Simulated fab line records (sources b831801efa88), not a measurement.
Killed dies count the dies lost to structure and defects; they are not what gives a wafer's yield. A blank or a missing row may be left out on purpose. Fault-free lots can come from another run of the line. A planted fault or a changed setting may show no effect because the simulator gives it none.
Split-lot study	flow sfq line	23 wafers read across 5 lots, on a route 325 steps long

== ABOUT THE SPLIT ==
At SFQ_TRILAYER_JJ_CE_LITHO_COAT_119 (resist thk 62 nm), the setting spin rpm was moved away from the recipe's 3000 rpm on 7 of the 23 wafers read, by -7.4% to +4.3%. The other wafers ran this setting at the recipe's value.

The reading comes from the split's own step.

== THE READING ==
BARC_of_TRILAYER_JJ_CE_LITHO_COAT_119.thk nm (the simulator's own value, which no gauge read), in nm, at SFQ_TRILAYER_JJ_CE_LITHO_COAT_119 (resist thk 62 nm). No usual value for it is given in the file. Here, 16 wafers ran the recipe; their average is 62.06 nm with a standard deviation of 0.17 nm.

wafer	tool, chamber at the split	spin rpm as run, rpm	against the recipe	BARC_of_TRILAYER_JJ_CE_LITHO_COAT_119.thk nm, nm	against lot-mates on the recipe
L078.1	litho track-03, 0	3128	+4.3%	60.76	-1.37
L078.3	litho track-03, 0	3000	recipe	62.21	-
L078.4	litho track-03, 0	3128	+4.3%	60.88	-1.24
L078.5	litho track-03, 0	3128	+4.3%	60.91	-1.22
L078.6	litho track-03, 0	3000	recipe	62.04	-
L079.3	litho track-01, 0	3000	recipe	61.93	-
L079.4	litho track-01, 0	3000	recipe	61.74	-
L079.5	litho track-01, 0	3000	recipe	61.82	-
L081.1	litho track-01, 0	2862	-4.6%	63.51	+1.58
L081.3	litho track-01, 0	2862	-4.6%	63.53	+1.60
L081.4	litho track-01, 0	3000	recipe	61.93	-
L081.5	litho track-01, 0	3000	recipe	61.99	-
L081.6	litho track-01, 0	3000	recipe	61.87	-
L083.1	litho track-03, 0	3000	recipe	62.06	-
L083.2	litho track-03, 0	3000	recipe	62.23	-
L083.3	litho track-03, 0	3000	recipe	62.23	-
L083.5	litho track-03, 0	3000	recipe	62.3	-
L083.6	litho track-03, 0	3000	recipe	62.33	-
L085.1	litho track-01, 0	3000	recipe	62.04	-
L085.5	litho track-01, 0	3000	recipe	62.04	-
L085.3	litho track-01, 0	2779	-7.4%	64.47	+2.40
L085.4	litho track-01, 0	3000	recipe	62.13	-
L085.6	litho track-01, 0	2779	-7.4%	64.33	+2.26

THE FIT
A straight line over all 23 wafers: BARC_of_TRILAYER_JJ_CE_LITHO_COAT_119.thk nm changes by -0.307 nm for each +1% of spin rpm; r = -0.99; the points scatter about the line by 0.16 nm.
The same after taking each lot's own level away (the mean of its wafers on the recipe; 23 wafers): -0.317 nm for each +1%; r = -1.00; scatter 0.086 nm.
According to that fit, moving spin rpm by its largest amount changes the reading by 2.3 nm.
From 61.830 to 62.230 nm: that is the span of the lots' own levels, equal to 2.4 times the standard deviation above.
Hence the lot-to-lot level has little effect on the slope; both slopes agree.
Check: for one of the wafers moved furthest among these (-7.4%), held out of the fit, the line's prediction against its lot-mates is +2.33 nm. It came out at +2.4 nm against them.

== OTHER SPLITS APPLIED TO THESE WAFERS ==
Before the reading, these wafers also passed through other splits. Each is held against what the fit with the lots' levels taken away leaves over:
other split on the same wafers	wafers away from the commonest value	r with BARC_of_TRILAYER_JJ_CE_LITHO_COAT_119.thk nm (lot level and that fit taken away)
SFQ_TRILAYER_JJ_TRILAYER_DEP_SPUTTER_112 power w	11	-0.02

== THE WHOLE CHAIN: every reading that the file lists as answering this split, in the file's order ==
step	what it does	reading	change (the file's fit)	r (the file's)
SFQ_TRILAYER_JJ_CE_LITHO_COAT_119	resist thk 62 nm	BARC_of_TRILAYER_JJ_CE_LITHO_COAT_119.thk nm (the simulator's own value, which no gauge read)	-0.319 nm for each +1% of the setting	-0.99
SFQ_TRILAYER_R5_ETCH_METAL_ETCH_139	etches the open film in Cl2, stops on SiO2, target depth 60 nm, time 40 s	R5.feature depth nm (the simulator's own value, which no gauge read)	not straight: 60 at the lowest setting, 58.32 at the recipe, 59.84 at the highest	not given

== FILE'S OWN FIT ==
BARC_of_TRILAYER_JJ_CE_LITHO_COAT_119.thk nm changes by -0.319 nm for each +1% of spin rpm, r = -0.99.
